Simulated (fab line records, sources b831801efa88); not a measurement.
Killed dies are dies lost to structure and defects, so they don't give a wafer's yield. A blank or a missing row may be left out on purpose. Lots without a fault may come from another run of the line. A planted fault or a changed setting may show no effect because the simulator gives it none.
fab line records | flow sky130
record lots=12 wafers=36 last_day=50
route steps=708 shown METAL4@602 VIA4@652 METAL5@664 PASSIVATION@682 PAD_OPEN@708
lots that met no fault: from a run of the same line without faults
start_h: hours from the record's first day to the start of the lot's first wafer shown | wait_h: hours since the lot's step before | " the same as in the row above | L1.1+2: a row that stands for several wafers | - no value, or no start given | * or withheld: withheld | < > ~ a bound
route shown NAME@n: a module of which the file shows steps, and the number in the route of the first | usual: mean/standard deviation of fault-free wafers | same: alike in all rows | chamber/n: place in a boat | sites: the reading at each site | _std_site: their standard deviation | _edge_site: outer sites' mean less inner sites' | radius_mm: how far each site lies from the wafer's centre | mask NAME#n: copy n | behind: the tool/chamber that last shaped the wafer | hold: why the lot was held/for how many hours/how that ended | device: the transistor (n, p or np) that didn't switch | end of line: the same wafers' tests at the end of the route | a step without rows: its recipe alone | killed: dies lost to structure and defects at the first sort, not the wafer's yield | map: a wafer's dies, x killed, . not, _ none there
set.NAME: the setting as run; set.NAME@STEP: as run at that earlier step | model.NAME: the simulator's own value behind a step, which no gauge read
steps of the route over a sample of lots; a table a step, a row a wafer
services: from which hour (start_h, from the record's first day; less than 0 if before it) a tool's chamber was out of use, for how many hours, and why
## steps
# step SKY_METAL4_SPUTTER_04
# recipe material=TiN target_thk_nm=70 power_w=6500 time_s=58.3 chamber_pressure_pa=0.4
# usual throttle_valve_pct=29.9/0.84
# columns lot.wafer tool chamber start_h wait_h throttle_valve_pct
L471.1 pvd_sputter-04 - 930.11 0.0 31.1
L471.3 " - " " 29.8
L471.4 " - " " 30.1
L472.1 pvd_sputter-04 - 931.16 0.0 31.4
L472.2 " - " " 30.0
L472.5 " - " " 31.2
L475.1 pvd_sputter-02 - 965.04 0.0 28.9
L475.2 " - " " 29.4
L475.5 " - " " 28.2
L474.1 pvd_sputter-01 - 968.58 0.0 31.9
L474.2 " - " " 29.8
L474.5 " - " " 31.8
L478.1 pvd_sputter-02 - 1021.01 0.0 29.3
L478.2 " - " " 29.4
L478.5 " - " " 29.4
L476.1 pvd_sputter-01 - 1021.36 0.0 29.9
L476.4 " - " " 29.9
L476.6 " - " " 29.6
L480.3 pvd_sputter-01 - 1023.52 0.0 30.0
L480.4 " - " " 29.8
L480.6 " - " " 29.6
L477.1 pvd_sputter-04 - 1025.03 0.0 30.7
L477.2 " - " " 31.4
L477.4 " - " " 30.0
L488.2 pvd_sputter-04 - 1042.41 0.0 29.5
L488.4 " - " " 30.2
L488.5 " - " " 30.8
L489.1 pvd_sputter-04 - 1054.17 0.0 30.0
L489.2 " - " " 29.4
L489.3 " - " " 30.9
L490.2 pvd_sputter-01 - 1055.43 0.0 29.9
L490.4 " - " " 29.8
L490.5 " - " " 29.5
L493.1 pvd_sputter-02 - 1093.55 0.0 28.4
L493.3 " - " " 29.0
L493.4 " - " " 29.3
# step SKY_VIA4_STRIP_13
# recipe chemistry=O2/N2 power_w=1400 pressure_mtorr=1500 platen_temp_c=withheld o2_flow_sccm=3000 n2_flow_sccm=300 overash_fraction=0.5
# usual drypump_motor_current_A=5.4/0.43 oes_product_au=0.710/0.004 strip_time_to_endpoint_s=12.79/0.036
# columns lot.wafer tool chamber start_h wait_h drypump_motor_current_A oes_product_au rf_hours_counter_h strip_time_to_endpoint_s
L471.1 plasma_asher-01 0 1004.66 - 5.6 0.713 87 12.81
L471.3 " 1 " " 5.0 0.711 - 12.80
L471.4 " 0 " " 5.5 0.715 - 12.81
L472.1 plasma_asher-04 0 1005.48 - 5.9 0.710 122 12.83
L472.2 " 1 " " 6.2 0.715 122 12.80
L472.5 " 1 " " 6.2 0.712 - 12.83
L475.1 plasma_asher-01 1 1036.13 - 5.0 0.712 90 12.72
L475.2 " 0 " " 5.5 0.709 90 12.79
L475.5 " 1 " " 4.9 0.708 - 12.81
L474.1 plasma_asher-02 0 1040.11 - 5.5 0.708 64 12.84
L474.2 " 1 " " 4.9 0.712 64 12.78
L474.5 " 0 " " 5.5 0.707 - 12.81
L478.1 plasma_asher-02 1 1087.05 - 4.9 0.710 69 12.75
L478.2 " 0 " " 5.5 0.714 69 12.72
L478.5 " 1 " " 5.0 0.710 - 12.82
L476.1 plasma_asher-04 1 1088.36 - 6.2 0.710 2 12.74
L476.4 " 1 " " 6.2 0.715 - 12.75
L476.6 " 1 " " 6.2 0.705 - 12.82
L480.3 plasma_asher-01 1 1089.50 - 5.0 0.709 - 12.80
L480.4 " 0 " " 5.5 0.712 - 12.81
L480.6 " 0 " " 5.5 0.712 - 12.82
L477.1 plasma_asher-04 1 1091.96 - 6.2 0.715 3 12.75
L477.2 " 0 " " 5.8 0.707 3 12.77
L477.4 " 0 " " 5.9 0.706 - 12.76
L488.2 plasma_asher-01 0 1107.16 - 5.5 0.709 97 12.76
L488.4 " 0 " " 5.5 0.711 - 12.77
L488.5 " 1 " " 5.0 0.705 - 12.72
L489.1 plasma_asher-01 0 1118.55 - 5.5 0.702 98 12.75
L489.2 " 1 " " 4.9 0.707 98 12.80
L489.3 " 0 " " 5.5 0.706 - 12.83
L490.2 plasma_asher-02 1 1120.67 - 4.9 0.717 73 12.83
L490.4 " 1 " " 4.9 0.707 - 12.81
L490.5 " 1 " " 4.9 0.704 - 12.81
L493.1 plasma_asher-04 0 1153.82 - 5.9 0.716 9 12.79
L493.3 " 1 " " 6.2 0.714 - 12.80
L493.4 " 0 " " 5.8 0.710 - 12.79
# step SKY_METAL5_SPUTTER_03
# recipe material=Ti target_thk_nm=5 power_w=3000 time_s=3.3 chamber_pressure_pa=0.4
# usual throttle_valve_pct=30.2/1.1
# columns lot.wafer tool chamber start_h wait_h throttle_valve_pct
L471.1 pvd_sputter-02 - 1006.05 0.0 29.5
L471.3 " - " " 28.3
L471.4 " - " " 29.3
L472.1 pvd_sputter-04 - 1006.86 0.0 30.9
L472.2 " - " " 31.3
L472.5 " - " " 29.5
L475.1 pvd_sputter-03 - 1037.52 0.0 32.1
L475.2 " - " " 30.8
L475.5 " - " " 30.9
L474.1 pvd_sputter-04 - 1041.50 0.0 29.5
L474.2 " - " " 30.4
L474.5 " - " " 30.8
L478.1 pvd_sputter-02 - 1088.46 0.0 29.2
L478.2 " - " " 28.2
L478.5 " - " " 29.3
L476.1 pvd_sputter-04 - 1089.79 0.0 31.4
L476.4 " - " " 30.2
L476.6 " - " " 29.6
L480.3 pvd_sputter-02 - 1090.88 0.0 29.3
L480.4 " - " " 27.9
L480.6 " - " " 28.2
L477.1 pvd_sputter-03 - 1093.35 0.0 32.1
L477.2 " - " " 30.6
L477.4 " - " " 29.4
L488.2 pvd_sputter-03 - 1108.55 0.0 29.3
L488.4 " - " " 30.5
L488.5 " - " " 32.1
L489.1 pvd_sputter-04 - 1119.93 0.0 29.7
L489.2 " - " " 31.4
L489.3 " - " " 30.8
L490.2 pvd_sputter-02 - 1122.13 0.0 29.3
L490.4 " - " " 28.1
L490.5 " - " " 29.3
L493.1 pvd_sputter-03 - 1155.22 0.0 32.1
L493.3 " - " " 29.3
L493.4 " - " " 29.3
# step SKY_PASSIVATION_THK_MEAS_01
# recipe reads=SiO2_of_PASSIVATION_CVD_00
# usual PASSIVATION_CVD_00_THK=90.3/1.2
# columns lot.wafer tool chamber start_h wait_h PASSIVATION_CVD_00_THK[nm]
L471.1 film_metro-04 - 1030.96 - 88.7
L471.3 " - " " 91.3
L471.4 " - " " 89.0
L472.1 film_metro-01 - 1031.18 - 88.5
L472.2 " - " " 89.2
L472.5 " - " " 91.3
L475.1 film_metro-01 - 1060.72 - 90.4
L475.2 " - " " 90.6
L475.5 " - " " 92.8
L474.1 film_metro-03 - 1064.84 - 90.1
L474.2 " - " " 91.3
L474.5 " - " " 91.3
L478.1 film_metro-03 - 1108.65 - 90.3
L478.2 " - " " 90.1
L478.5 " - " " 92.3
L476.1 film_metro-01 - 1109.74 - 91.7
L476.4 " - " " 91.2
L476.6 " - " " 90.4
L480.3 film_metro-01 - 1111.26 - 91.1
L480.4 " - " " 90.4
L480.6 " - " " 92.2
L477.1 film_metro-03 - 1113.66 - 88.8
L477.2 " - " " 89.2
L477.4 " - " " 90.6
L488.2 film_metro-03 - 1129.46 - 89.2
L488.4 " - " " 91.5
L488.5 " - " " 93.0
L489.1 film_metro-04 - 1141.84 - 89.1
L489.2 " - " " 88.8
L489.3 " - " " 88.7
L490.2 film_metro-03 - 1143.18 - 90.5
L490.4 " - " " 91.5
L490.5 " - " " 89.3
L493.1 film_metro-04 - 1173.59 - 90.6
L493.3 " - " " 91.4
L493.4 " - " " 90.9
# step SKY_PAD_OPEN_PROBE_99
# usual defect_limited_yield=82.5/2 killed_at_M0_to_M3=43/7.3 killed_at_M4_up=3.5/2.2 killed_at_contacts=24/5.3 killed_at_front_end=15/4.2 killed_at_other=0.3/0.67 killed_dies=86/9.8 killed_open=47/7.2 killed_short=39/6.5 sort_bin_3_pad_short=0.9/0.42 sort_bin_5_function=10.4/1.5 sort_bin_6_memory=6.3/1.2 sort_n_pass=406/9.9 sort_yield_pct=82.5/2
# same gross_dies=492 killed_at_back_side=0 sort_bin_4_leakage[%]=0 sort_bin_8_speed[%]=0
# columns lot.wafer tool chamber start_h wait_h defect_limited_yield[%] killed_at_M0_to_M3 killed_at_M4_up killed_at_contacts killed_at_front_end killed_at_other killed_dies killed_open killed_short sort_bin_3_pad_short[%] sort_bin_5_function[%] sort_bin_6_memory[%] sort_n_pass sort_yield_pct[%]
L471.1 prober-02 - 1077.02 0.1 80.9 43 7 31 13 0 94 48 42 1.0 11.8 6.3 398 80.9
L471.3 prober-02 - 1077.12 0.2 83.1 42 5 16 20 0 83 45 38 1.0 9.8 6.1 409 83.1
L471.4 prober-02 - 1077.17 0.2 85.6 31 4 21 14 1 71 32 39 0.6 8.5 5.3 421 85.6
L472.1 prober-01 - 1077.17 0.1 82.5 44 4 17 19 2 86 45 39 1.0 11.0 5.5 406 82.5
L472.2 prober-01 - 1077.22 0.1 82.9 47 6 17 14 0 84 36 48 0.8 10.6 5.7 408 82.9
L472.5 prober-01 - 1077.37 0.2 78.9 46 7 30 21 0 104 53 51 0.6 12.2 8.3 388 78.9
L475.1 prober-01 - 1104.40 0.1 82.7 37 3 20 24 1 85 47 38 0.8 11.4 5.1 407 82.7
L475.2 prober-01 - 1104.45 0.1 82.5 46 5 19 15 1 86 60 25 1.2 10.8 5.5 406 82.5
L475.5 prober-01 - 1104.60 0.2 82.9 49 2 22 11 0 84 48 36 1.4 7.3 8.3 408 82.9
L474.1 prober-01 - 1107.47 0.1 81.9 46 0 30 13 0 89 46 43 0.8 9.3 7.9 403 81.9
L474.2 prober-01 - 1107.52 0.1 83.1 34 2 29 18 0 83 50 31 0.8 10.6 5.5 409 83.1
L474.5 prober-01 - 1107.67 0.2 82.3 41 3 31 12 0 87 42 45 1.2 9.3 7.1 405 82.3
L478.1 prober-02 - 1150.50 0.1 81.1 46 2 27 17 1 93 56 37 0.8 12.4 5.7 399 81.1
L478.2 prober-02 - 1150.55 0.1 85.4 24 4 25 19 0 72 41 31 1.0 7.9 5.7 420 85.4
L478.5 prober-02 - 1150.70 0.2 82.1 43 4 26 15 0 88 47 41 1.2 9.1 7.5 404 82.1
L476.1 prober-01 - 1152.61 0.1 82.1 38 1 34 13 2 88 48 36 1.2 11.0 5.7 404 82.1
L476.4 prober-01 - 1152.76 0.2 80.5 46 3 23 21 3 96 51 45 1.0 12.0 6.5 396 80.5
L476.6 prober-01 - 1152.86 0.2 82.7 39 2 19 23 2 85 44 40 1.0 10.2 6.1 407 82.7
L480.3 prober-02 - 1154.21 0.2 83.7 44 4 24 6 2 80 50 30 0.4 10.0 5.9 412 83.7
L480.4 prober-02 - 1154.26 0.2 85.0 35 12 18 7 2 74 42 29 0.6 10.2 4.3 418 85.0
L480.6 prober-02 - 1154.36 0.2 81.7 44 1 29 15 1 90 46 42 0.4 10.4 7.5 402 81.7
L477.1 prober-01 - 1155.61 0.1 83.1 41 5 19 18 0 83 48 35 0.8 11.4 4.7 409 83.1
L477.2 prober-01 - 1155.66 0.1 82.5 50 3 21 12 0 86 47 39 1.0 9.1 7.3 406 82.5
L477.4 prober-01 - 1155.76 0.2 86.4 39 2 19 7 0 67 29 38 0.8 7.5 5.3 425 86.4
L488.2 prober-01 - 1171.45 0.1 78.7 29 46 17 13 0 105 36 24 2.4 13.2 5.7 387 78.7
L488.4 prober-01 - 1171.55 0.2 74.4 43 49 23 11 0 126 45 32 1.4 15.4 8.7 366 74.4
L488.5 prober-01 - 1171.60 0.2 79.9 32 23 24 19 1 99 43 34 2.0 12.8 5.3 393 79.9
L489.1 prober-02 - 1178.90 0.1 73.4 57 49 14 11 0 131 39 49 3.3 15.9 7.5 361 73.4
L489.2 prober-02 - 1178.95 0.1 78.5 41 32 22 11 0 106 40 41 2.0 13.4 6.1 386 78.5
L489.3 prober-02 - 1179.00 0.2 68.7 57 52 27 18 0 154 63 43 3.3 19.5 8.5 338 68.7
L490.2 prober-01 - 1181.31 0.1 78.3 54 4 32 17 0 107 61 46 0.4 13.6 7.7 385 78.3
L490.4 prober-01 - 1181.41 0.2 82.9 38 1 28 17 0 84 57 27 0.2 11.0 5.9 408 82.9
L490.5 prober-01 - 1181.46 0.2 83.9 43 3 23 10 0 79 41 38 0.6 8.9 6.5 413 83.9
L493.1 prober-01 - 1207.04 0.1 79.5 47 2 30 22 0 101 53 44 1.2 14.4 4.9 391 79.5
L493.3 prober-01 - 1207.14 0.2 81.9 45 0 26 18 0 89 39 50 0.6 9.3 8.1 403 81.9
L493.4 prober-01 - 1207.19 0.2 80.9 51 4 20 19 0 94 47 47 1.6 9.6 7.9 398 80.9
# killed by level:class
L471.1 VIA1:geometric_particle:open=13 LOCAL_INTERCONNECT:geometric_particle:short=7 METAL1:geometric_particle:short=7 CONTACT:geometric_particle:open=6 LI_CONTACT:geometric_particle:open=6 VIA2:geometric_particle:open=6 LI_CONTACT:geometric_particle:short=5 CONTACT:geometric_particle:short=4
L471.3 VIA2:geometric_particle:open=9 VIA1:geometric_particle:open=8 LI_CONTACT:geometric_particle:open=6 METAL2:geometric_particle:short=6 FIELD_ISO:geometric_particle:open=5 CONTACT:geometric_particle:open=5 METAL1:geometric_particle:short=5 METAL4:geometric_particle:short=5
L471.4 LI_CONTACT:geometric_particle:open=7 METAL1:geometric_particle:short=6 VIA3:geometric_particle:open=6 METAL2:geometric_particle:short=6 POLY_GATE:geometric_particle:short=5 LOCAL_INTERCONNECT:geometric_particle:short=5 VIA1:geometric_particle:open=5 POLY_GATE:geometric_particle:open=4
L472.1 VIA1:geometric_particle:open=9 METAL1:geometric_particle:short=7 POLY_GATE:geometric_particle:short=6 LI_CONTACT:geometric_particle:open=6 VIA2:geometric_particle:open=6 VIA2:geometric_particle:short=6 FIELD_ISO:geometric_particle:short=5 FIELD_ISO:geometric_particle:open=5
L472.2 METAL2:geometric_particle:short=8 LI_CONTACT:geometric_particle:open=6 METAL1:geometric_particle:short=6 VIA1:geometric_particle:short=6 VIA2:geometric_particle:open=6 VIA1:geometric_particle:open=5 METAL4:geometric_particle:short=4 LOCAL_INTERCONNECT:geometric_particle:short=4
L472.5 CONTACT:geometric_particle:open=10 VIA3:geometric_particle:open=10 VIA1:geometric_particle:open=8 LI_CONTACT:geometric_particle:open=7 FIELD_ISO:geometric_particle:short=6 METAL4:geometric_particle:short=6 POLY_GATE:geometric_particle:open=5 CONTACT:geometric_particle:short=5
L475.1 VIA1:geometric_particle:open=11 CONTACT:geometric_particle:open=8 POLY_GATE:geometric_particle:open=8 METAL2:geometric_particle:short=6 VIA2:geometric_particle:open=6 FIELD_ISO:geometric_particle:short=4 POLY_GATE:geometric_particle:short=4 LOCAL_INTERCONNECT:geometric_particle:short=4
L475.2 VIA3:geometric_particle:open=12 VIA1:geometric_particle:open=10 CONTACT:geometric_particle:open=9 VIA2:geometric_particle:open=7 FIELD_ISO:geometric_particle:open=6 LI_CONTACT:geometric_particle:open=4 METAL2:geometric_particle:short=4 LOCAL_INTERCONNECT:geometric_particle:short=3
L475.5 VIA2:geometric_particle:open=11 VIA3:geometric_particle:open=9 CONTACT:geometric_particle:open=7 LI_CONTACT:geometric_particle:open=6 VIA1:geometric_particle:short=6 VIA1:geometric_particle:open=5 METAL3:geometric_particle:short=5 CONTACT:geometric_particle:short=4
L474.1 CONTACT:geometric_particle:open=15 VIA1:geometric_particle:open=9 VIA1:geometric_particle:short=8 LI_CONTACT:geometric_particle:open=7 FIELD_ISO:geometric_particle:short=6 METAL1:geometric_particle:short=6 LOCAL_INTERCONNECT:geometric_particle:short=5 VIA3:geometric_particle:short=5
L474.2 CONTACT:geometric_particle:open=16 VIA1:geometric_particle:open=10 VIA2:geometric_particle:open=7 POLY_GATE:geometric_particle:short=6 LI_CONTACT:geometric_particle:open=5 LOCAL_INTERCONNECT:geometric_particle:short=4 VIA2:geometric_particle:short=4 VIA3:geometric_particle:open=4
L474.5 CONTACT:geometric_particle:open=11 VIA1:geometric_particle:short=8 LI_CONTACT:geometric_particle:open=7 VIA1:geometric_particle:open=6 POLY_GATE:geometric_particle:short=6 CONTACT:geometric_particle:short=6 METAL1:geometric_particle:short=5 VIA3:geometric_particle:open=5
L478.1 VIA1:geometric_particle:open=13 VIA3:geometric_particle:open=10 CONTACT:geometric_particle:open=9 CONTACT:geometric_particle:short=7 FIELD_ISO:geometric_particle:open=6 FIELD_ISO:geometric_particle:short=6 LI_CONTACT:geometric_particle:open=6 METAL2:geometric_particle:short=5
L478.2 CONTACT:geometric_particle:open=10 LI_CONTACT:geometric_particle:open=8 FIELD_ISO:geometric_particle:short=7 FIELD_ISO:geometric_particle:open=5 POLY_GATE:geometric_particle:open=4 LOCAL_INTERCONNECT:geometric_particle:short=3 METAL1:geometric_particle:short=3 VIA1:geometric_particle:open=3
L478.5 VIA1:geometric_particle:open=13 CONTACT:geometric_particle:open=11 FIELD_ISO:geometric_particle:short=7 LI_CONTACT:geometric_particle:open=7 VIA2:geometric_particle:open=6 METAL2:geometric_particle:short=5 VIA3:geometric_particle:open=5 FIELD_ISO:geometric_particle:open=4
L476.1 CONTACT:geometric_particle:open=14 LI_CONTACT:geometric_particle:open=9 VIA1:geometric_particle:open=7 LOCAL_INTERCONNECT:geometric_particle:short=5 VIA1:geometric_particle:short=5 METAL2:geometric_particle:short=5 VIA2:geometric_particle:open=5 VIA2:geometric_particle:short=5
L476.4 CONTACT:geometric_particle:open=9 VIA3:geometric_particle:open=8 VIA1:geometric_particle:open=8 VIA1:geometric_particle:short=7 FIELD_ISO:geometric_particle:open=5 FIELD_ISO:geometric_particle:short=5 METAL1:geometric_particle:short=5 CONTACT:geometric_particle:short=4
L476.6 CONTACT:geometric_particle:open=10 FIELD_ISO:geometric_particle:open=6 LOCAL_INTERCONNECT:geometric_particle:short=5 METAL1:geometric_particle:short=5 VIA1:geometric_particle:open=5 VIA3:geometric_particle:open=5 METAL3:geometric_particle:short=5 POLY_GATE:geometric_particle:open=4
L480.3 VIA1:geometric_particle:open=17 CONTACT:geometric_particle:open=11 VIA2:geometric_particle:open=6 METAL1:geometric_particle:short=5 LI_CONTACT:geometric_particle:open=4 LOCAL_INTERCONNECT:geometric_particle:short=4 VIA3:geometric_particle:open=4 METAL2:geometric_particle:short=4
L480.4 VIA1:geometric_particle:open=12 CONTACT:geometric_particle:open=7 LI_CONTACT:geometric_particle:open=5 METAL1:geometric_particle:short=4 METAL2:geometric_particle:short=4 CONTACT:geometric_particle:short=3 VIA2:geometric_particle:open=3 METAL3:geometric_particle:short=3
L480.6 CONTACT:geometric_particle:open=12 METAL3:geometric_particle:short=9 VIA1:geometric_particle:open=9 CONTACT:geometric_particle:short=7 VIA2:geometric_particle:open=7 POLY_GATE:geometric_particle:open=5 VIA1:geometric_particle:short=5 LI_CONTACT:geometric_particle:open=5
L477.1 VIA1:geometric_particle:open=16 FIELD_ISO:geometric_particle:short=9 VIA2:geometric_particle:open=8 CONTACT:geometric_particle:open=5 LI_CONTACT:geometric_particle:open=5 METAL4:geometric_particle:short=5 METAL2:geometric_particle:short=4 LOCAL_INTERCONNECT:geometric_particle:open=3
L477.2 VIA1:geometric_particle:open=13 LOCAL_INTERCONNECT:geometric_particle:short=8 VIA2:geometric_particle:open=6 VIA2:geometric_particle:short=5 LI_CONTACT:geometric_particle:open=5 VIA3:geometric_particle:open=5 CONTACT:geometric_particle:open=4 VIA1:geometric_particle:short=4
L477.4 METAL2:geometric_particle:short=10 VIA1:geometric_particle:open=7 CONTACT:geometric_particle:open=6 LOCAL_INTERCONNECT:geometric_particle:short=4 VIA1:geometric_particle:short=4 VIA2:geometric_particle:open=4 METAL3:geometric_particle:short=4 LI_CONTACT:geometric_particle:open=3
L488.2 VIA4:unspecified=44 VIA1:geometric_particle:open=9 CONTACT:geometric_particle:short=6 VIA2:geometric_particle:open=6 VIA3:geometric_particle:open=6 FIELD_ISO:geometric_particle:open=4 LI_CONTACT:geometric_particle:open=4 LOCAL_INTERCONNECT:geometric_particle:short=3
L488.4 VIA4:unspecified=49 VIA1:geometric_particle:open=10 CONTACT:geometric_particle:open=8 VIA1:geometric_particle:short=7 LI_CONTACT:geometric_particle:open=6 VIA2:geometric_particle:open=6 FIELD_ISO:geometric_particle:open=5 VIA3:geometric_particle:open=4
L488.5 VIA4:unspecified=22 CONTACT:geometric_particle:open=11 VIA3:geometric_particle:open=8 METAL2:geometric_particle:short=7 FIELD_ISO:geometric_particle:open=6 POLY_GATE:geometric_particle:short=5 LI_CONTACT:geometric_particle:open=5 CONTACT:geometric_particle:short=5
L489.1 VIA4:unspecified=43 VIA1:geometric_particle:short=14 VIA1:geometric_particle:open=9 VIA3:geometric_particle:open=9 VIA2:geometric_particle:open=7 CONTACT:geometric_particle:open=6 METAL4:geometric_particle:short=5 VIA2:geometric_particle:short=5
L489.2 VIA4:unspecified=25 VIA1:geometric_particle:open=11 LI_CONTACT:geometric_particle:open=8 CONTACT:geometric_particle:open=6 METAL2:geometric_particle:short=6 METAL4:geometric_particle:short=6 CONTACT:geometric_particle:short=5 VIA1:geometric_particle:short=5
L489.3 VIA4:unspecified=48 VIA1:geometric_particle:open=14 CONTACT:geometric_particle:open=11 VIA2:geometric_particle:open=8 LI_CONTACT:geometric_particle:open=7 METAL1:geometric_particle:short=7 FIELD_ISO:geometric_particle:open=6 METAL2:geometric_particle:short=6
L490.2 VIA1:geometric_particle:open=11 CONTACT:geometric_particle:open=10 VIA2:geometric_particle:open=10 FIELD_ISO:geometric_particle:open=8 LI_CONTACT:geometric_particle:open=8 METAL2:geometric_particle:short=8 METAL3:geometric_particle:short=6 VIA3:geometric_particle:open=6
L490.4 CONTACT:geometric_particle:open=13 VIA1:geometric_particle:open=11 LI_CONTACT:geometric_particle:open=8 VIA3:geometric_particle:open=6 FIELD_ISO:geometric_particle:short=4 FIELD_ISO:geometric_particle:open=4 METAL2:geometric_particle:short=4 VIA2:geometric_particle:open=4
L490.5 VIA1:geometric_particle:open=9 VIA1:geometric_particle:short=7 LI_CONTACT:geometric_particle:open=7 CONTACT:geometric_particle:short=7 CONTACT:geometric_particle:open=6 METAL2:geometric_particle:short=5 VIA2:geometric_particle:open=5 VIA3:geometric_particle:short=4
L493.1 CONTACT:geometric_particle:open=14 VIA1:geometric_particle:open=12 LI_CONTACT:geometric_particle:open=7 VIA3:geometric_particle:open=7 METAL1:geometric_particle:short=6 FIELD_ISO:geometric_particle:short=5 VIA1:geometric_particle:short=5 METAL2:geometric_particle:short=5
L493.3 CONTACT:geometric_particle:open=11 VIA1:geometric_particle:open=11 FIELD_ISO:geometric_particle:short=9 METAL2:geometric_particle:short=9 METAL1:geometric_particle:short=7 VIA2:geometric_particle:short=6 VIA2:geometric_particle:open=5 LI_CONTACT:geometric_particle:short=4
L493.4 VIA1:geometric_particle:open=10 VIA2:geometric_particle:open=10 FIELD_ISO:geometric_particle:short=8 CONTACT:geometric_particle:open=7 LI_CONTACT:geometric_particle:open=7 VIA3:geometric_particle:open=6 POLY_GATE:geometric_particle:short=6 METAL2:geometric_particle:short=5
## services
# columns tool chamber start_h hours kind
pvd_sputter-01 - 909.74 6.6 repair
pvd_sputter-04 2 930.16 - consumable_replace:kit
pvd_sputter-04 2 930.16 18.0 scheduled_down
pvd_sputter-04 2 930.16 18.0 vent_cycle
pvd_sputter-04 - 933.35 0.9 repair
pvd_sputter-02 - 949.24 4.4 repair
pvd_sputter-01 - 957.11 1.5 repair
pvd_sputter-04 - 967.48 2.1 repair
pvd_sputter-01 1 971.41 - consumable_replace:kit
pvd_sputter-04 1 1028.98 - consumable_replace:kit
pvd_sputter-04 1 1028.98 18.0 scheduled_down
pvd_sputter-04 1 1028.98 18.0 vent_cycle
pvd_sputter-02 - 1036.23 7.5 repair
plasma_asher-04 - 1055.25 9.0 pm
pvd_sputter-03 - 1061.07 1.1 repair
pvd_sputter-01 - 1062.42 2.5 repair
pvd_sputter-02 1 1093.60 - consumable_replace:kit
pvd_sputter-02 1 1093.60 18.0 scheduled_down
pvd_sputter-02 1 1093.60 18.0 vent_cycle
pvd_sputter-04 0 1096.79 - consumable_replace:kit
pvd_sputter-04 0 1096.79 18.0 scheduled_down
pvd_sputter-04 0 1096.79 18.0 vent_cycle
pvd_sputter-03 - 1114.49 2.8 repair
pvd_sputter-01 - 1142.06 2.1 repair
## key
first_sign step=SKY_PAD_OPEN_PROBE_99 reading=killed_at_M4_up direction=up sigmas=18 usual=3.5 struck=41.8
effect step=SKY_PAD_OPEN_PROBE_99 reading=sort_bin_3_pad_short direction=up sigmas=3.7 usual=0.9 struck=2.4
met_at SKY_VIA4_STRIP_13
struck_lots L488,L489
not_acting_at SKY_METAL4_SPUTTER_04,SKY_METAL5_SPUTTER_03,SKY_PASSIVATION_THK_MEAS_01
onset_between 1089.50 1107.16
fault kind=chamber_particle_source tool=plasma_asher-01 chamber=- onset_h=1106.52 steps=SKY_VIA4_STRIP_13 rate_per_visit_cm2=0.52778 end_h=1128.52
